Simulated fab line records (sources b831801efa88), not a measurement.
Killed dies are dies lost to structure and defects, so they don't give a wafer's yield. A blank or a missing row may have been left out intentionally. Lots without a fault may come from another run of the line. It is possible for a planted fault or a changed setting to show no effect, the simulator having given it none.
fab line records	flow sky130
[record] lots = 7	wafers = 21	last_day = 49
route steps=708 shown POLY_GATE@235 LDD_N@237 LDD_P@255 PAD_OPEN@708
lots that met no fault: taken from a fault-free run of the same line
start_h: the number of hours between the record's first day and the start of the first shown wafer of the lot	wait_h: hours since the lot's step before	" repeats the value in the row above	L1.1+2: several wafers, shown together as one row	- no value, or no start was given	* or withheld: withheld	< > ~ a bound
route shown NAME@n: names a module that has steps shown in the file, with the first one's number in the route	usual: mean/standard deviation of fault-free wafers	same: alike in all rows	chamber/n: place in a boat	sites: the reading at each site	_std_site: the standard deviation of these	_edge_site: the outer-site mean with the inner-site mean subtracted	radius_mm: how far each site lies from the wafer's centre	mask NAME#n: copy n	behind: the most recent tool/chamber to have shaped the wafer	hold: what put the lot on hold/how long, in hours/how the hold closed	device: which transistor (n, p or np) failed to switch	end of line: tests run on the same wafers once the route is complete	a step given without rows: its recipe and nothing more	killed: dies that structure and defects cost at the first sort, which is not the same as the wafer's yield	map: a wafer's dies, marking killed ones x, the rest . and places with no die _
set.NAME: the setting as run; set.NAME@STEP: as run at that earlier step	model.NAME: the simulator's own value behind a step, which no gauge read
lots at selected steps of the route; one table per step, one row per wafer
services: when a tool's chamber went out of use (start_h, in hours from the record's first day, below 0 if earlier), for how many hours, and the reason
[[steps]]
[step SKY_POLY_GATE_THK_MEAS_21]
[recipe] reads = SiO2_of_POLY_GATE_OXIDATION_20
[usual] POLY_GATE_OXIDATION_THK = 3.99/0.081
lot.wafer	tool	chamber	start_h	wait_h	POLY_GATE_OXIDATION_THK[nm]
L572.2	film_metro-02	-	381.22	0.0	4.06
L572.4	"	-	"	"	4.10
L572.5	"	-	"	"	4.07
L574.1	film_metro-02	-	399.49	0.0	3.94
L574.5	"	-	"	"	3.96
L574.6	"	-	"	"	3.98
L575.2	film_metro-02	-	403.40	0.0	3.89
L575.3	"	-	"	"	3.82
L575.6	"	-	"	"	3.90
L577.1	film_metro-01	-	426.39	0.0	4.03
L577.3	"	-	"	"	4.02
L577.4	"	-	"	"	3.99
L581.2	film_metro-01	-	479.55	0.0	3.97
L581.3	"	-	"	"	4.03
L581.5	"	-	"	"	3.97
L582.4	film_metro-04	-	484.76	0.0	3.92
L582.5	"	-	"	"	3.88
L582.6	"	-	"	"	3.96
L583.2	film_metro-01	-	493.45	0.0	4.09
L583.3	"	-	"	"	4.11
L583.4	"	-	"	"	4.00
[step SKY_POLY_GATE_CD_MEAS_22]
[usual] cd_nm = 150.7/2.6
lot.wafer	tool	chamber	start_h	wait_h	cd_nm
L572.2	cd_sem-02	-	381.30	0.1	153.2
L572.4	"	-	"	"	153.5
L572.5	"	-	"	"	152.5
L574.1	cd_sem-01	-	399.55	0.1	154.6
L574.5	"	-	"	"	149.3
L574.6	"	-	"	"	150.2
L575.2	cd_sem-02	-	403.50	0.1	151.8
L575.3	"	-	"	"	149.4
L575.6	"	-	"	"	150.3
L577.1	cd_sem-02	-	426.45	0.1	153.6
L577.3	"	-	"	"	149.1
L577.4	"	-	"	"	148.2
L581.2	cd_sem-01	-	479.63	0.1	149.2
L581.3	"	-	"	"	152.5
L581.5	"	-	"	"	147.3
L582.4	cd_sem-01	-	484.87	0.1	145.0
L582.5	"	-	"	"	147.1
L582.6	"	-	"	"	145.5
L583.2	cd_sem-02	-	493.53	0.1	150.7
L583.3	"	-	"	"	147.8
L583.4	"	-	"	"	151.7
[step SKY_LDD_N_DEHYDRATE_00]
[recipe] temp_c = 200	time_s = 60
[step SKY_LDD_N_HMDS_01]
[recipe] prime_time_s = 60	prime_temp_c = 120
[step SKY_LDD_N_COAT_02]
[recipe] resist = NOVOLAK	spin_rpm = 3000	resist_thk_nm = 300
[step SKY_LDD_N_SOFTBAKE_03]
[recipe] temp_c = 90	time_s = 60	resist = NOVOLAK
[step SKY_LDD_N_EXPOSE_04]
[recipe] mask_id = NTM	target_cd_nm = 840	na = 0.6	source_shape = conventional	sigma_outer = 0.6	dose_mj = 110
[step SKY_LDD_N_PEB_05]
[recipe] temp_c = withheld	time_s = *	resist = NOVOLAK
[step SKY_LDD_N_DEVELOP_06]
[recipe] develop_time_s = 60	dev_temp_c = 23
[step SKY_LDD_N_OVL_MEAS_07]
[usual] LDD_N_OVL = -0.2/1.2
lot.wafer	tool	chamber	start_h	wait_h	LDD_N_OVL[nm]
L572.2	overlay-02	-	410.83	0.1	0.8
L572.4	"	-	"	"	-1.1
L572.5	"	-	"	"	-2.1
L574.1	overlay-01	-	430.40	0.1	1.1
L574.5	"	-	"	"	-0.6
L574.6	"	-	"	"	0.7
L575.2	overlay-01	-	434.21	0.1	-0.1
L575.3	"	-	"	"	-0.5
L575.6	"	-	"	"	0.8
L577.1	overlay-01	-	457.53	0.1	-0.8
L577.3	"	-	"	"	0.5
L577.4	"	-	"	"	-0.5
L581.2	overlay-02	-	511.70	0.1	0.7
L581.3	"	-	"	"	-0.8
L581.5	"	-	"	"	0.9
L582.4	overlay-02	-	516.26	0.1	0.6
L582.5	"	-	"	"	-0.5
L582.6	"	-	"	"	-0.5
L583.2	overlay-01	-	525.25	0.1	0.7
L583.3	"	-	"	"	-0.3
L583.4	"	-	"	"	-2.6
[step SKY_LDD_N_IMPLANT_08]
[recipe] species = As	energy_kev = 20	dose_cm2 = 7.5e+13	tilt_deg = withheld	rotation_deg = 23
[step SKY_LDD_N_IMPLANT_09]
[recipe] species = As	energy_kev = 20	dose_cm2 = 7.5e+13	tilt_deg = withheld	rotation_deg = 113
[step SKY_LDD_N_IMPLANT_10]
[recipe] species = As	energy_kev = 20	dose_cm2 = 7.5e+13	tilt_deg = withheld	rotation_deg = 203
[usual] implant_ion_amu = 75/0
lot.wafer	tool	chamber	start_h	wait_h	implant_ion_amu	model.implant.rp_nm	model.implant.drp_nm
L572.2	implanter-04	0	411.19	0.1	75	15.82	7.212
L572.4	"	0	"	"	75	15.82	7.212
L572.5	"	0	"	"	75	15.82	7.212
L574.1	implanter-03	0	430.74	0.1	75	15.64	7.212
L574.5	"	0	"	"	75	15.64	7.212
L574.6	"	0	"	"	75	15.64	7.212
L575.2	implanter-03	0	434.56	0.1	75	15.83	7.212
L575.3	"	0	"	"	75	15.83	7.212
L575.6	"	0	"	"	75	15.83	7.212
L577.1	implanter-02	0	457.86	0.1	75	15.75	7.212
L577.3	"	0	"	"	75	15.75	7.212
L577.4	"	0	"	"	75	15.75	7.212
L581.2	implanter-03	0	512.06	0.1	31	28.11	12.97
L581.3	"	0	"	"	31	28.11	12.97
L581.5	"	0	"	"	31	28.11	12.97
L582.4	implanter-03	0	516.66	0.1	31	27.51	12.97
L582.5	"	0	"	"	31	27.51	12.97
L582.6	"	0	"	"	31	27.51	12.97
L583.2	implanter-03	0	525.61	0.1	31	27.71	12.97
L583.3	"	0	"	"	31	27.71	12.97
L583.4	"	0	"	"	31	27.71	12.97
[step SKY_LDD_N_IMPLANT_11]
[recipe] species = As	energy_kev = 20	dose_cm2 = 7.5e+13	tilt_deg = withheld	rotation_deg = 293
[step SKY_LDD_N_IMPLANT_12]
[recipe] species = BF2	energy_kev = 50	dose_cm2 = 5e+12	tilt_deg = 30	rotation_deg = 0
[step SKY_LDD_N_IMPLANT_13]
[recipe] species = BF2	energy_kev = 50	dose_cm2 = 5e+12	tilt_deg = 30	rotation_deg = 90
[step SKY_LDD_N_IMPLANT_14]
[recipe] species = BF2	energy_kev = 50	dose_cm2 = 5e+12	tilt_deg = 30	rotation_deg = 180
[step SKY_LDD_N_IMPLANT_15]
[recipe] species = BF2	energy_kev = 50	dose_cm2 = 5e+12	tilt_deg = 30	rotation_deg = 270
[step SKY_LDD_N_STRIP_16]
[recipe] chemistry = O2/N2	power_w = 1400	pressure_mtorr = 1500	platen_temp_c = withheld	o2_flow_sccm = 3000	n2_flow_sccm = 300	overash_fraction = 0.5
[usual] drypump_motor_current_A = 6.1/0.49	oes_product_au = 0.407/0.0043	strip_time_to_endpoint_s = 4.315/0.013
lot.wafer	tool	chamber	start_h	wait_h	drypump_motor_current_A	oes_product_au	rf_hours_counter_h	strip_time_to_endpoint_s
L572.2	plasma_asher-04	0	412.06	0.1	6.5	0.403	60	4.326
L572.4	"	1	"	"	6.0	0.411	-	4.311
L572.5	"	1	"	"	6.0	0.409	-	4.320
L574.1	plasma_asher-04	1	431.64	0.1	6.0	0.404	62	4.321
L574.5	"	1	"	"	6.0	0.413	-	4.333
L574.6	"	0	"	"	6.5	0.413	-	4.308
L575.2	plasma_asher-04	1	435.44	0.1	6.0	0.410	62	4.311
L575.3	"	1	"	"	6.0	0.413	-	4.318
L575.6	"	0	"	"	6.5	0.409	-	4.301
L577.1	plasma_asher-02	1	458.76	0.1	6.6	0.405	34	4.316
L577.3	"	1	"	"	6.6	0.405	-	4.302
L577.4	"	0	"	"	5.1	0.408	-	4.290
L581.2	plasma_asher-02	1	512.93	0.1	6.6	0.412	40	4.238
L581.3	"	0	"	"	5.1	0.405	-	4.228
L581.5	"	0	"	"	5.1	0.403	-	4.209
L582.4	plasma_asher-04	1	517.52	0.1	6.0	0.405	-	4.236
L582.5	"	1	"	"	6.0	0.406	-	4.223
L582.6	"	0	"	"	6.5	0.407	-	4.238
L583.2	plasma_asher-04	0	526.48	0.1	6.5	0.406	72	4.206
L583.3	"	1	"	"	6.0	0.403	-	4.233
L583.4	"	0	"	"	6.6	0.412	-	4.215
[step SKY_LDD_N_TW_MEAS_17]
[usual] LDD_N_TW = 2588/13
lot.wafer	tool	chamber	start_h	wait_h	LDD_N_TW
L572.2	film_metro-03	-	412.17	0.1	2601
L572.4	"	-	"	"	2579
L572.5	"	-	"	"	2602
L574.1	film_metro-02	-	431.74	0.1	2578
L574.5	"	-	"	"	2569
L574.6	"	-	"	"	2589
L575.2	film_metro-03	-	435.55	0.1	2588
L575.3	"	-	"	"	2581
L575.6	"	-	"	"	2583
L577.1	film_metro-02	-	458.86	0.1	2598
L577.3	"	-	"	"	2589
L577.4	"	-	"	"	2575
L581.2	film_metro-02	-	513.04	0.1	2569
L581.3	"	-	"	"	2567
L581.5	"	-	"	"	2570
L582.4	film_metro-01	-	517.61	0.1	2527
L582.5	"	-	"	"	2537
L582.6	"	-	"	"	2536
L583.2	film_metro-03	-	526.59	0.1	2533
L583.3	"	-	"	"	2528
L583.4	"	-	"	"	2551
[step SKY_LDD_P_DEHYDRATE_00]
[recipe] temp_c = 200	time_s = 60
[step SKY_PAD_OPEN_PROBE_99]
[usual] killed_at_M0_to_M3 = 43/7.3	killed_at_M4_up = 3.2/1.9	killed_at_contacts = 25/5.4	killed_at_front_end = 16/4.4	killed_at_other = 0.4/0.66	killed_dies = 87/11	killed_open = 48/7.9	killed_short = 39/6.5
[same] gross_dies = 492	killed_at_back_side = 0
lot.wafer	tool	chamber	start_h	wait_h	killed_at_M0_to_M3	killed_at_M4_up	killed_at_contacts	killed_at_front_end	killed_at_other	killed_dies	killed_open	killed_short	model.etest.tip_n.rs_ohm_sq	model.etest.nfet_01v8_turned.drive_ua_um	model.etest.nfet_01v8_lvt.drive_ua_um	model.etest.nfet_01v8.drive_ua_um	model.etest.sram_nfet_pass.drive_ua_um	model.etest.nfet_01v8_swapped.drive_ua_um	model.etest.nfet_01v8.r_on_ohm_um	model.etest.res_ndiff.rs_ohm_sq
L572.2	prober-02	-	1090.87	0.1	36	4	22	14	0	76	41	35	442	513.2	579	506.5	493	505.2	835.6	118.6
L572.4	prober-02	-	1090.97	0.2	34	5	20	17	0	76	46	28	444.4	507.8	579.4	511.3	480.7	505.1	839.9	119.5
L572.5	prober-02	-	1091.02	0.2	43	5	20	12	1	81	36	44	446.2	521	588.2	510.3	490.7	512.2	822.2	119.3
L574.1	prober-02	-	1102.78	0.1	41	4	26	13	1	85	49	36	441.9	494.9	570.5	500.9	489	494.1	841.5	118.7
L574.5	prober-02	-	1102.98	0.2	47	3	21	20	0	91	52	39	445.4	505.4	578.6	503.9	488.6	503.6	824.8	118.5
L574.6	prober-02	-	1103.03	0.2	46	3	16	18	1	84	47	37	438.8	502.6	569.2	498.8	475.4	499.7	830.3	118.8
L575.2	prober-02	-	1107.57	0.1	41	2	19	22	2	86	46	39	443.2	506.5	572.9	505	483.7	505.5	826.7	121.1
L575.3	prober-02	-	1107.62	0.2	46	2	34	13	0	95	61	34	443.9	510.2	576.6	511.5	496.9	508	821.8	120.5
L575.6	prober-02	-	1107.77	0.2	58	2	31	22	0	113	59	54	439.6	498.2	568.3	497.9	486.9	495.9	841.5	121
L577.1	prober-02	-	1118.87	0.1	35	4	37	11	1	88	40	48	443.3	497.7	567.5	500	477.8	498.9	833	119.6
L577.3	prober-02	-	1118.97	0.2	36	1	28	16	0	81	45	36	441.6	527.7	599.4	522	505.8	527.5	800.6	120.1
L577.4	prober-02	-	1119.02	0.2	46	1	30	20	0	97	52	45	443.9	508	585.9	512.4	514.7	514	823.1	119.6
L581.2	prober-01	-	1156.27	0.1	47	3	23	13	0	86	53	33	391.6	565.8	635.5	560	536.6	556	785.6	117.5
L581.3	prober-01	-	1156.32	0.2	54	3	23	13	1	94	49	45	391.5	559.8	634.4	557.9	547.4	550.2	788.8	117.5
L581.5	prober-01	-	1156.42	0.2	40	2	22	12	0	76	41	35	389.2	579.5	656.5	567.8	552.3	571.5	773.1	119.1
L582.4	prober-02	-	1159.92	0.2	51	2	21	12	1	87	50	36	387.1	577.1	642.3	561.2	569.4	566.2	776	117.7
L582.5	prober-02	-	1159.97	0.2	37	1	25	17	1	81	45	35	389.7	571.9	639.6	563.5	550.1	559.7	784.4	117
L582.6	prober-02	-	1160.02	0.2	35	4	30	19	0	88	47	41	387.9	579.5	647.7	569.8	571.4	564.9	767.6	116
L583.2	prober-01	-	1165.07	0.1	42	4	19	15	0	80	44	35	383.5	571.7	634	556.9	531.4	559.6	789.7	118.3
L583.3	prober-01	-	1165.12	0.2	39	3	29	11	0	82	40	41	384	570.8	648.5	563.5	537.1	564.2	784.6	117.3
L583.4	prober-01	-	1165.17	0.2	45	3	32	23	0	103	69	33	380.5	556.8	632	544.4	527.6	546.8	808.3	117.5
// killed by level:class
L572.2 VIA3:geometric_particle:open=7 VIA1:geometric_particle:open=6 CONTACT:geometric_particle:open=6 CONTACT:geometric_particle:short=6 VIA2:geometric_particle:short=6 FIELD_ISO:geometric_particle:open=5 METAL2:geometric_particle:short=5 LOCAL_INTERCONNECT:geometric_particle:short=4
L572.4 LI_CONTACT:geometric_particle:open=10 VIA1:geometric_particle:open=8 VIA3:geometric_particle:open=6 VIA2:geometric_particle:open=6 CONTACT:geometric_particle:open=5 FIELD_ISO:geometric_particle:short=4 POLY_GATE:geometric_particle:short=4 VIA1:geometric_particle:short=4
L572.5 METAL2:geometric_particle:short=10 LI_CONTACT:geometric_particle:open=7 VIA1:geometric_particle:open=7 CONTACT:geometric_particle:short=6 METAL1:geometric_particle:short=6 VIA2:geometric_particle:open=5 VIA1:geometric_particle:short=5 FIELD_ISO:geometric_particle:short=4
L574.1 LI_CONTACT:geometric_particle:open=11 VIA1:geometric_particle:open=8 METAL2:geometric_particle:short=6 VIA2:geometric_particle:open=6 VIA3:geometric_particle:open=6 LOCAL_INTERCONNECT:geometric_particle:short=5 CONTACT:geometric_particle:open=5 FIELD_ISO:geometric_particle:short=4
L574.5 POLY_GATE:geometric_particle:open=10 CONTACT:geometric_particle:open=8 LOCAL_INTERCONNECT:geometric_particle:short=7 VIA1:geometric_particle:open=7 METAL2:geometric_particle:short=7 VIA2:geometric_particle:open=7 VIA3:geometric_particle:open=7 LI_CONTACT:geometric_particle:open=4
L574.6 VIA2:geometric_particle:open=11 VIA3:geometric_particle:open=9 FIELD_ISO:geometric_particle:open=6 FIELD_ISO:geometric_particle:short=5 METAL2:geometric_particle:short=5 CONTACT:geometric_particle:open=5 VIA1:geometric_particle:open=5 CONTACT:geometric_particle:short=4
L575.2 POLY_GATE:geometric_particle:open=9 CONTACT:geometric_particle:open=9 VIA3:geometric_particle:open=7 VIA3:geometric_particle:short=6 VIA1:geometric_particle:open=6 POLY_GATE:geometric_particle:short=5 CONTACT:geometric_particle:short=5 VIA1:geometric_particle:short=5
L575.3 CONTACT:geometric_particle:open=16 VIA1:geometric_particle:open=10 CONTACT:geometric_particle:short=8 VIA2:geometric_particle:open=8 METAL2:geometric_particle:short=7 VIA3:geometric_particle:open=6 LI_CONTACT:geometric_particle:open=4 METAL1:geometric_particle:short=4
L575.6 VIA1:geometric_particle:open=12 CONTACT:geometric_particle:open=10 VIA3:geometric_particle:open=10 METAL2:geometric_particle:short=8 METAL1:geometric_particle:short=8 LI_CONTACT:geometric_particle:open=7 FIELD_ISO:geometric_particle:short=6 VIA1:geometric_particle:short=6
L577.1 CONTACT:geometric_particle:open=11 LI_CONTACT:geometric_particle:open=8 LOCAL_INTERCONNECT:geometric_particle:short=8 CONTACT:geometric_particle:short=8 METAL2:geometric_particle:short=6 POLY_GATE:geometric_particle:short=5 VIA1:geometric_particle:open=5 VIA2:geometric_particle:open=5
L577.3 CONTACT:geometric_particle:open=10 VIA1:geometric_particle:open=9 FIELD_ISO:geometric_particle:open=7 LI_CONTACT:geometric_particle:open=7 LOCAL_INTERCONNECT:geometric_particle:short=7 METAL1:geometric_particle:short=6 VIA1:geometric_particle:short=5 FIELD_ISO:geometric_particle:short=4
L577.4 VIA1:geometric_particle:open=10 CONTACT:geometric_particle:open=9 METAL1:geometric_particle:short=7 FIELD_ISO:geometric_particle:open=6 LOCAL_INTERCONNECT:geometric_particle:short=6 VIA3:geometric_particle:open=6 VIA1:geometric_particle:short=6 VIA2:geometric_particle:open=6
L581.2 VIA1:geometric_particle:open=12 CONTACT:geometric_particle:open=9 VIA2:geometric_particle:open=8 VIA3:geometric_particle:open=7 LI_CONTACT:geometric_particle:open=5 CONTACT:geometric_particle:short=5 FIELD_ISO:geometric_particle:open=4 FIELD_ISO:geometric_particle:short=4
L581.3 CONTACT:geometric_particle:open=11 VIA1:geometric_particle:open=10 METAL1:geometric_particle:short=7 VIA1:geometric_particle:short=7 VIA3:geometric_particle:open=7 VIA2:geometric_particle:open=6 METAL3:geometric_particle:short=5 FIELD_ISO:geometric_particle:open=4
L581.5 VIA3:geometric_particle:open=8 CONTACT:geometric_particle:open=8 METAL2:geometric_particle:short=8 VIA1:geometric_particle:open=7 LI_CONTACT:geometric_particle:open=7 VIA2:geometric_particle:open=7 FIELD_ISO:geometric_particle:short=4 LI_CONTACT:geometric_particle:short=4
L582.4 CONTACT:geometric_particle:open=10 VIA3:geometric_particle:open=9 VIA1:geometric_particle:open=8 VIA2:geometric_particle:open=8 METAL1:geometric_particle:short=6 METAL3:geometric_particle:short=6 FIELD_ISO:geometric_particle:short=4 CONTACT:geometric_particle:short=4
L582.5 LI_CONTACT:geometric_particle:open=8 VIA1:geometric_particle:open=8 VIA3:geometric_particle:open=8 FIELD_ISO:geometric_particle:open=6 FIELD_ISO:geometric_particle:short=6 LOCAL_INTERCONNECT:geometric_particle:short=6 CONTACT:geometric_particle:open=6 VIA2:geometric_particle:open=5
L582.6 CONTACT:geometric_particle:open=10 FIELD_ISO:geometric_particle:short=8 LI_CONTACT:geometric_particle:open=8 VIA1:geometric_particle:open=8 CONTACT:geometric_particle:short=6 VIA2:geometric_particle:open=6 FIELD_ISO:geometric_particle:open=4 LOCAL_INTERCONNECT:geometric_particle:short=4
L583.2 VIA1:geometric_particle:open=8 LI_CONTACT:geometric_particle:open=6 CONTACT:geometric_particle:open=6 VIA3:geometric_particle:open=5 VIA1:geometric_particle:short=5 METAL2:geometric_particle:short=5 METAL2:geometric_particle:open=5 FIELD_ISO:geometric_particle:short=4
L583.3 LI_CONTACT:geometric_particle:open=12 METAL2:geometric_particle:short=8 VIA1:geometric_particle:short=7 VIA1:geometric_particle:open=7 CONTACT:geometric_particle:short=6 CONTACT:geometric_particle:open=6 FIELD_ISO:geometric_particle:open=5 VIA2:geometric_particle:open=5
L583.4 CONTACT:geometric_particle:open=15 LI_CONTACT:geometric_particle:open=9 VIA1:geometric_particle:open=9 METAL1:geometric_particle:short=8 VIA3:geometric_particle:open=7 POLY_GATE:geometric_particle:open=7 FIELD_ISO:geometric_particle:short=6 FIELD_ISO:geometric_particle:open=5
[[services]]
tool	chamber	start_h	hours	kind
implanter-03	-	389.36	3.0	repair
plasma_asher-02	-	400.48	0.5	repair
implanter-02	-	411.65	3.3	repair
implanter-04	-	416.27	1.8	repair
implanter-04	-	429.50	6.5	repair
implanter-04	-	452.86	6.5	pm
plasma_asher-04	-	462.81	2.6	repair
implanter-02	-	468.66	2.5	repair
implanter-02	-	475.17	2.3	pm
implanter-04	-	485.46	85.9	pm
[[key]]
[first_sign] step = SKY_LDD_N_IMPLANT_10	reading = implant_ion_amu	direction = down	sigmas = 99+	usual = 75	struck = 31
[effect] step = SKY_LDD_N_STRIP_16	reading = strip_time_to_endpoint_s	direction = down	sigmas = 6.7	usual = *	struck = *
[effect] step = SKY_LDD_N_TW_MEAS_17	reading = LDD_N_TW	direction = down	sigmas = 3.3	usual = 2588	struck = 2546
[model_effect] step = SKY_LDD_N_IMPLANT_10	value = implant.rp_nm	without = 15.78	struck = 27.78
[model_effect] step = SKY_PAD_OPEN_PROBE_99	value = etest.tip_n.rs_ohm_sq	without = 442.8	struck = 387.2
met_at SKY_LDD_N_IMPLANT_10
struck_wafers L581.2,L581.3,L581.5,L582.4,L582.5,L582.6,L583.2,L583.3,L583.4
tester_left_out L581,L582,L583
onset_between 457.86 512.06
[fault] kind = wrong_recipe_download	tool = implanter-02,implanter-03,implanter-04	chamber = -	onset_h = 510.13	steps = SKY_LDD_N_IMPLANT_10	wrong_recipe.not_listed = 1
// tester_left_out: of these lots the tester's yield and bins aren't shown, on N5 and GAA mostly nor the transistor test; their killed dies are dies lost to structure and defects alone, not to doping, threshold or leakage, so they don't give the yield
